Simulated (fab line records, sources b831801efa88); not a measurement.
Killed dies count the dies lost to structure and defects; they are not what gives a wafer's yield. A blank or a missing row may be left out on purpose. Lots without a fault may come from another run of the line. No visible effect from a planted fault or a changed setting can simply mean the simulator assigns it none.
Matching of chambers | flow sky130 | SKY_VIA4_ETCH_12 on rie-diel-02: 4 sister chambers
The step etches SiO2 in C4F8/O2/Ar, stops on TiN, target depth 580 nm. 20 wafers are shown with their chamber, then 10 later ones without.

== WAFERS WITH THEIR CHAMBER ==
wafer  | chamber | oes-product-au (a.u.)
L075.2 | 2       | 0.926
L075.3 | 3       | 0.925
L075.6 | 2       | 0.923
L077.2 | 3       | 0.925
L077.3 | 2       | 0.928
L077.5 | 0       | 0.925
L079.2 | 0       | 0.933
L079.4 | 3       | 0.925
L079.6 | 3       | 0.918
L080.3 | 3       | 0.931
L080.4 | 1       | 0.929
L080.5 | 3       | 0.932
L082.1 | 1       | 0.925
L082.3 | 0       | 0.924
L082.5 | 3       | 0.922
L088.3 | 2       | 0.925
L088.5 | 0       | 0.923
L088.6 | 1       | 0.924
L090.2 | 3       | 0.930
L090.3 | 1       | 0.934

SIGNATURES, as means of the wafers listed above
reading        | chamber 0 | chamber 1 | chamber 2 | chamber 3 | scatter within a chamber
oes-product-au | 0.92625   | 0.92800   | 0.92550   | 0.92600   | 0.00431
Rule: a wafer's distance from a chamber is the root of the sum, over the readings, of the square of ((its reading less the chamber's mean) divided by the reading's scatter). If the next closest chamber is less than 2 further off than the closest, the wafer can't be placed; otherwise it belongs to the closest. How the scatter is found: for the shown wafers, subtract from each reading the mean of its chamber, square and add these, divide the total by (wafers less chambers), then take the root.

== WAFERS WITHOUT THEIR CHAMBER ==
wafer  | oes-product-au (a.u.)
L090.5 | 0.933
L094.1 | 0.926
L094.3 | 0.920
L094.5 | 0.923
L096.2 | 0.921
L096.3 | 0.928
L096.4 | 0.918
L097.1 | 0.918
L097.3 | 0.924
L097.4 | 0.924

== CHAMBER TAKEN BY EACH ==
wafer  | from the rows above               | in truth
L090.5 | can't be placed: 1 or 0 or 3 or 2 | 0
L094.1 | can't be placed: 3 or 0 or 2 or 1 | 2
L094.3 | can't be placed: 2 or 3 or 0 or 1 | 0
L094.5 | can't be placed: 2 or 3 or 0 or 1 | 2
L096.2 | can't be placed: 2 or 3 or 0 or 1 | 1
L096.3 | can't be placed: 1 or 0 or 3 or 2 | 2
L096.4 | can't be placed: 2 or 3 or 0 or 1 | 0
L097.1 | can't be placed: 2 or 3 or 0 or 1 | 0
L097.3 | can't be placed: 2 or 3 or 0 or 1 | 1
L097.4 | can't be placed: 2 or 3 or 0 or 1 | 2
Correct placement for 0 of the 10. Cannot be placed on the basis of these rows: 10; the candidates contain the true chamber in 10. Placed wrongly: 0.
